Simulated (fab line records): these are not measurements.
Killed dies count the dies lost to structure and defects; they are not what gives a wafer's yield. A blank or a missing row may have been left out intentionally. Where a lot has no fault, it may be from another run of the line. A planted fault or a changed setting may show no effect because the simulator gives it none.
The same fault as seen by 2 desks || flow gf180mcu || each desk holds nothing but its own numbers, with what lay behind them at the end

## TOOL OWNER'S DESK, plasma asher-01
The tool's own readings at GF_CONTACT_STRIP_18 (strips in O2/N2): means of the sampled wafers that have a number, for each lot that ran on this tool. Marked OUT: a lot whose mean sits more than 4 standard deviations from the usual mean, which makes it out of limits; the brackets give that distance.
Columns: A = drypump motor current A at GF_CONTACT_STRIP_18, usual 5.7 A; B = heater power w at GF_CONTACT_STRIP_18, usual 317 W; C = oes product au at GF_CONTACT_STRIP_18, usual 0.580 a.u.
{"lot": "L293", "first seen here": "day 16 19:55", "A": 5.4, "B": 307, "C": 0.581}
{"lot": "L295", "first seen here": "day 17 12:19", "A": 5.6, "B": 301, "C": 0.580}
{"lot": "L302", "first seen here": "day 19 19:28", "A": 5.5, "B": 308, "C": 0.583}
{"lot": "L303", "first seen here": "day 20 11:04", "A": 5.4, "B": 310, "C": 0.583}
{"lot": "L304", "first seen here": "day 20 12:22", "A": 5.4, "B": 307, "C": 0.583}
{"lot": "L312", "first seen here": "day 23 01:13", "A": 5.4, "B": 307, "C": 0.579}
{"lot": "L313", "first seen here": "day 23 07:58", "A": 5.4, "B": 308, "C": 0.580}
Finding of this desk: none of the 7 lots has anything out of limits.

## AT THE METROLOGY DESK
Means of the sampled wafers that have a number, per lot and without regard to the tool the lot ran on: this is what the gauges read. Marked OUT: a lot whose mean sits more than 4 standard deviations from the usual mean, which makes it out of limits; the brackets give that distance.
Columns: A = V3_CVD_00_THK at GF_V3_THK_MEAS_01, usual 599 nm; B = cd nm at GF_TOP_METAL_CD_MEAS_14, usual 439.1 nm
{"lot": "L292", "first seen here": "day 21 10:00", "A": 601, "B": 441.2}
{"lot": "L293", "first seen here": "day 22 03:44", "A": 593, "B": 441.1}
{"lot": "L295", "first seen here": "day 22 19:06", "A": 604, "B": 441.6}
{"lot": "L296", "first seen here": "day 23 04:30", "A": 595, "B": 437.3}
{"lot": "L297", "first seen here": "day 23 16:56", "A": 600, "B": 439.2}
{"lot": "L300", "first seen here": "day 24 21:55", "A": 605, "B": 436.4}
{"lot": "L302", "first seen here": "day 24 23:16", "A": 595, "B": 435.4}
{"lot": "L303", "first seen here": "day 25 11:25", "A": 595, "B": 439.8}
{"lot": "L304", "first seen here": "day 25 13:43", "A": 605, "B": 437.9}
{"lot": "L305", "first seen here": "day 26 08:14", "A": 593, "B": 439.7}
{"lot": "L306", "first seen here": "day 26 09:19", "A": 604, "B": 438.4}
{"lot": "L312", "first seen here": "day 27 17:56", "A": 600, "B": 439.0}
{"lot": "L311", "first seen here": "day 27 22:53", "A": 596, "B": 437.7}
{"lot": "L313", "first seen here": "day 28 00:56", "A": 599, "B": 442.3}
Finding of this desk: none of the 14 lots has anything out of limits.

## ALL TOGETHER
The tool owner's desk saw nothing out of limits.
The metrology desk saw nothing out of limits.

## WHAT HAD BEEN PUT IN BY THE SIMULATOR
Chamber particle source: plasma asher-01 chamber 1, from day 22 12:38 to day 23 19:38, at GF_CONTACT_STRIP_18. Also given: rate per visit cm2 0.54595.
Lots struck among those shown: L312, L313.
